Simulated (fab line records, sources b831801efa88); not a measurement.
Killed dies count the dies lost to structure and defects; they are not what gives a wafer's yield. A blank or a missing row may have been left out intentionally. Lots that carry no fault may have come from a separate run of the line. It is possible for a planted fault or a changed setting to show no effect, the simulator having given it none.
fab line records	flow sky130
record lots=15	wafers=45	last-day=50
route steps=708 shown VIA1@461 METAL3@560 METAL4@602
lots that met no fault: taken from a fault-free run of the same line
start-h: hours from the record's opening day to when the first of the lot's shown wafers began	wait-h: hours from the lot's prior step to this one	" same as the row above	L1.1+2: a single row standing in for several wafers	- either no value or no given start	* or withheld: withheld	< > ~ a bound
route shown NAME@n: names a module that has steps shown in the file, with the first one's number in the route	usual: the fault-free wafers' mean and standard deviation	same: alike in all rows	chamber/n: place in a boat	sites: each site's reading	_std_site: the values' standard deviation	_edge_site: outer sites' mean less inner sites'	radius-mm: how far each site lies from the wafer's centre	mask NAME#n: copy n	behind: the last tool/chamber to shape the wafer	hold: why the lot was held/for how many hours/how that ended	device: whichever transistor did not switch (one of n, p or np)	end of line: at the end of the route, the tests of the same wafers	for a step that has no rows: nothing shown but its recipe	killed: the dies lost at the first sort to structure and to defects; this is not the yield of the wafer	map: per-die view of a wafer (x killed, . not killed, _ where there is no die)
set.NAME: the setting that was run; set.NAME@STEP: the one run at that earlier step	model.NAME: the simulator's own value behind a step, which no gauge read
steps of the route over a sample of lots; a table a step, a row a wafer
services: the hour from which a tool's chamber was out of use, counted from the record's first day as start-h (under 0 if before that day), plus the number of hours and why
## steps
# step SKY_VIA1_BOW_MEAS_03
# recipe mode=bow
# usual VIA1_BOW=82/7.2
lot.wafer	tool	chamber	start-h	wait-h	VIA1_BOW[um]
L646.1	film-metro-04	-	765.65	0.2	93
L646.2	"	-	"	"	79
L646.5	"	-	"	"	88
L647.1	film-metro-01	-	775.16	0.1	80
L647.2	"	-	"	"	80
L647.4	"	-	"	"	93
L648.3	film-metro-04	-	783.37	0.2	96
L648.5	"	-	"	"	78
L648.6	"	-	"	"	81
L649.1	film-metro-02	-	797.59	0.1	83
L649.4	"	-	"	"	80
L649.5	"	-	"	"	71
L651.2	film-metro-02	-	808.09	0.3	86
L651.4	"	-	"	"	87
L651.6	"	-	"	"	96
L652.1	film-metro-01	-	817.43	0.2	86
L652.2	"	-	"	"	78
L652.4	"	-	"	"	81
L654.1	film-metro-01	-	827.51	0.1	82
L654.2	"	-	"	"	84
L654.6	"	-	"	"	79
L655.2	film-metro-04	-	835.31	0.1	90
L655.3	"	-	"	"	98
L655.5	"	-	"	"	92
L656.2	film-metro-02	-	843.65	0.2	85
L656.4	"	-	"	"	77
L656.6	"	-	"	"	83
L662.2	film-metro-01	-	892.19	0.2	76
L662.4	"	-	"	"	75
L662.6	"	-	"	"	83
L663.1	film-metro-04	-	895.63	0.1	79
L663.3	"	-	"	"	80
L663.4	"	-	"	"	80
L664.1	film-metro-01	-	896.92	0.2	82
L664.4	"	-	"	"	91
L664.5	"	-	"	"	95
L667.2	film-metro-01	-	927.16	0.1	79
L667.3	"	-	"	"	85
L667.4	"	-	"	"	83
L668.1	film-metro-01	-	930.39	0.2	69
L668.2	"	-	"	"	87
L668.4	"	-	"	"	86
L669.1	film-metro-01	-	945.61	0.2	78
L669.4	"	-	"	"	72
L669.6	"	-	"	"	80
# step SKY_VIA1_ETCH_15
# recipe target=SiO2	chemistry=C4F8/O2/Ar	target-depth-nm=351	stop-on=TiN	mask-material=KrF-thick	source-w=1500	bias-w=1200	pressure-mtorr=40	c4f8-flow-sccm=withheld	O2_flow_sccm=6	Ar_flow_sccm=300	time-s=54
# usual oes-product-au=0.980/0.0074
lot.wafer	tool	chamber	start-h	wait-h	oes-product-au	rf-hours-counter-h
L646.1	rie-diel-02	0	791.02	0.0	0.980	13
L646.2	"	3	"	"	0.977	11
L646.5	"	0	"	"	0.984	-
L647.1	rie-diel-01	1	801.84	0.0	0.987	1
L647.2	"	2	"	"	0.994	10
L647.4	"	3	"	"	0.978	12
L648.3	rie-diel-01	3	810.16	0.0	0.986	12
L648.5	"	2	"	"	0.985	-
L648.6	"	3	"	"	0.977	-
L649.1	rie-diel-03	0	823.77	0.0	0.973	8
L649.4	"	1	"	"	0.977	5
L649.5	"	3	"	"	0.964	-
L651.2	rie-diel-03	1	834.60	0.0	0.973	5
L651.4	"	2	"	"	0.986	1
L651.6	"	2	"	"	0.988	-
L652.1	rie-diel-01	2	843.26	0.0	0.990	12
L652.2	"	1	"	"	0.983	2
L652.4	"	3	"	"	0.983	12
L654.1	rie-diel-03	1	853.46	0.0	0.982	6
L654.2	"	0	"	"	0.977	9
L654.6	"	1	"	"	0.977	-
L655.2	rie-diel-02	2	861.54	0.0	0.976	21
L655.3	"	3	"	"	0.963	14
L655.5	"	0	"	"	0.977	-
L656.2	rie-diel-02	0	869.87	0.0	0.979	15
L656.4	"	2	"	"	0.977	21
L656.6	"	1	"	"	0.969	-
L662.2	rie-diel-01	2	917.42	0.0	0.976	14
L662.4	"	0	"	"	0.989	-
L662.6	"	1	"	"	0.973	-
L663.1	rie-diel-02	0	920.84	0.0	0.982	17
L663.3	"	1	"	"	0.976	13
L663.4	"	2	"	"	0.982	23
L664.1	rie-diel-01	1	921.93	0.0	0.985	4
L664.4	"	1	"	"	0.983	-
L664.5	"	1	"	"	0.982	-
L667.2	rie-diel-02	3	952.17	0.0	0.971	17
L667.3	"	1	"	"	0.965	14
L667.4	"	0	"	"	0.982	18
L668.1	rie-diel-03	1	954.94	0.0	0.979	9
L668.2	"	0	"	"	0.972	12
L668.4	"	2	"	"	0.991	5
L669.1	rie-diel-01	3	970.26	0.0	0.990	15
L669.4	"	1	"	"	0.982	5
L669.6	"	0	"	"	0.982	-
# step SKY_METAL3_EXPOSE_10
# recipe mask-id=MM3	na=0.68	source-shape=annular	sigma-inner=0.4	sigma-outer=0.8	target-cd-nm=300	dose-mj=28
# usual exposure-dose-mJ-cm2=28.04/0.11	focus-offset-nm=0.0/0.57
lot.wafer	tool	chamber	start-h	wait-h	mask	exposure-dose-mJ-cm2	focus-offset-nm
L646.1	krf-scanner-02	0	888.07	-	MM3#0	28.15	0.3
L646.2	"	0	"	"	MM3#0	28.20	0.7
L646.5	"	0	"	"	MM3#0	28.12	0.9
L647.1	krf-scanner-01	0	898.26	-	MM3#0	27.99	1.0
L647.2	"	0	"	"	MM3#0	27.98	0.9
L647.4	"	0	"	"	MM3#0	27.95	0.0
L648.3	krf-scanner-02	0	905.53	-	MM3#0	28.10	-0.9
L648.5	"	0	"	"	MM3#0	28.12	-0.6
L648.6	"	0	"	"	MM3#0	28.13	-1.0
L649.1	krf-scanner-02	0	918.87	-	MM3#0	28.17	-0.2
L649.4	"	0	"	"	MM3#0	28.21	-0.4
L649.5	"	0	"	"	MM3#0	28.17	-0.5
L651.2	krf-scanner-01	0	928.57	-	MM3#0	27.92	-0.7
L651.4	"	0	"	"	MM3#0	27.95	-0.3
L651.6	"	0	"	"	MM3#0	27.90	-0.7
L652.1	krf-scanner-01	0	938.39	-	MM3#0	27.98	0.1
L652.2	"	0	"	"	MM3#0	27.94	0.0
L652.4	"	0	"	"	MM3#0	27.96	-0.5
L654.1	krf-scanner-02	0	946.82	-	MM3#0	28.16	0.6
L654.2	"	0	"	"	MM3#0	28.12	0.4
L654.6	"	0	"	"	MM3#0	28.13	-0.7
L655.2	krf-scanner-01	0	954.53	-	MM3#0	27.90	0.3
L655.3	"	0	"	"	MM3#0	27.93	0.0
L655.5	"	0	"	"	MM3#0	27.90	-0.4
L656.2	krf-scanner-02	0	963.10	-	MM3#0	28.16	1.2
L656.4	"	0	"	"	MM3#0	28.12	0.2
L656.6	"	0	"	"	MM3#0	28.11	-0.3
L662.2	krf-scanner-01	-	1007.91	-	MM3#0	-	-
L662.4	"	-	"	"	MM3#0	-	-
L662.6	"	-	"	"	MM3#0	-	-
L663.1	krf-scanner-02	-	1011.22	-	MM3#0	-	-
L663.3	"	-	"	"	MM3#0	-	-
L663.4	"	-	"	"	MM3#0	-	-
L664.1	krf-scanner-02	-	1011.92	-	MM3#0	-	-
L664.4	"	-	"	"	MM3#0	-	-
L664.5	"	-	"	"	MM3#0	-	-
L667.2	krf-scanner-02	0	1040.54	-	MM3#0	28.17	0.6
L667.3	"	0	"	"	MM3#0	28.15	0.4
L667.4	"	0	"	"	MM3#0	28.11	1.0
L668.1	krf-scanner-02	0	1042.44	-	MM3#0	28.07	0.4
L668.2	"	0	"	"	MM3#0	28.13	-0.2
L668.4	"	0	"	"	MM3#0	28.13	0.0
L669.1	krf-scanner-02	0	1055.57	-	MM3#0	28.12	0.3
L669.4	"	0	"	"	MM3#0	28.15	-0.4
L669.6	"	0	"	"	MM3#0	28.10	-0.2
# step SKY_METAL4_SPUTTER_04
# recipe material=TiN	target-thk-nm=70	power-w=6500	time-s=58.3	chamber-pressure-pa=0.4
# usual throttle-valve-pct=29.4/1.1
lot.wafer	tool	chamber	start-h	wait-h	throttle-valve-pct
L646.1	pvd-sputter-01	-	928.50	0.0	28.4
L646.2	"	-	"	"	28.0
L646.5	"	-	"	"	29.3
L647.1	pvd-sputter-01	-	938.34	0.0	28.5
L647.2	"	-	"	"	27.8
L647.4	"	-	"	"	29.3
L648.3	pvd-sputter-03	-	947.38	0.0	29.1
L648.5	"	-	"	"	30.7
L648.6	"	-	"	"	31.1
L649.1	pvd-sputter-01	-	958.23	0.0	29.7
L649.4	"	-	"	"	28.4
L649.5	"	-	"	"	29.1
L651.2	pvd-sputter-02	-	969.01	0.0	28.8
L651.4	"	-	"	"	29.6
L651.6	"	-	"	"	28.0
L652.1	pvd-sputter-02	-	977.67	0.0	29.0
L652.2	"	-	"	"	27.8
L652.4	"	-	"	"	29.8
L654.1	pvd-sputter-02	-	985.12	0.0	29.0
L654.2	"	-	"	"	29.7
L654.6	"	-	"	"	29.9
L655.2	pvd-sputter-03	-	993.14	0.0	31.5
L655.3	"	-	"	"	29.0
L655.5	"	-	"	"	29.4
L656.2	pvd-sputter-02	-	1001.45	0.0	29.4
L656.4	"	-	"	"	27.9
L656.6	"	-	"	"	29.3
L667.2	pvd-sputter-01	-	1077.00	0.0	29.3
L667.3	"	-	"	"	28.6
L667.4	"	-	"	"	29.8
L668.1	pvd-sputter-02	-	1078.03	0.0	28.2
L668.2	"	-	"	"	29.8
L668.4	"	-	"	"	28.8
L669.1	pvd-sputter-03	-	1090.54	0.0	30.7
L669.4	"	-	"	"	30.8
L669.6	"	-	"	"	29.1
## services
tool	chamber	start-h	hours	kind
krf-scanner-01	-	769.87	1.3	pm
krf-scanner-02	-	777.26	0.5	repair
krf-scanner-02	-	783.24	1.0	pm
rie-diel-02	1	789.37	4.6	repair
pvd-sputter-02	-	792.97	1.8	repair
rie-diel-01	1	798.60	3.1	repair
krf-scanner-02	-	815.30	0.8	pm
rie-diel-01	-	819.23	2.8	pm
krf-scanner-02	-	822.85	1.3	pm
rie-diel-01	3	822.93	11.5	repair
rie-diel-02	0	851.50	2.8	repair
rie-diel-01	1	854.74	9.0	repair
krf-scanner-01	-	877.38	1.0	pm
krf-scanner-02	-	878.38	4.0	pm
krf-scanner-02	-	903.94	0.5	repair
rie-diel-01	3	917.23	13.5	repair
rie-diel-01	0	921.76	1.3	repair
krf-scanner-01	-	927.46	0.8	pm
krf-scanner-01	-	945.77	1.3	pm
krf-scanner-02	-	948.77	3.6	pm
krf-scanner-02	-	952.32	1.0	pm
krf-scanner-01	-	957.72	6.0	repair
krf-scanner-02	-	984.10	0.8	pm
krf-scanner-02	-	998.75	1.3	pm
## key
first-sign step=SKY_METAL3_EXPOSE_10	reading=tool-record	direction=missing
effect none on later readings
met-at SKY_METAL3_EXPOSE_10
struck-lots L662,L663,L664
later-rows-left-out L662.2,L662.4,L662.6,L663.1,L663.3,L663.4,L664.1,L664.4,L664.5
sort-left-out L662.2,L662.4,L662.6,L663.1,L663.3,L663.4,L664.1,L664.4,L664.5
not-acting-at SKY_VIA1_BOW_MEAS_03,SKY_VIA1_ETCH_15,SKY_METAL4_SPUTTER_04
onset-between 963.10 1007.91
fault kind=skipped-step-whole	tool=krf-scanner-01,krf-scanner-02	chamber=-	onset-h=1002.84	steps=SKY_METAL3_EXPOSE_10	scope=struck-lots-only
# sort-left-out: the simulated sort isn't trusted on such a fault, so these wafers' sort isn't shown, and their yield isn't known
# later-rows-left-out: the simulator's readings of these wafers behind a module that went badly wrong aren't trusted and aren't shown, but for the sort
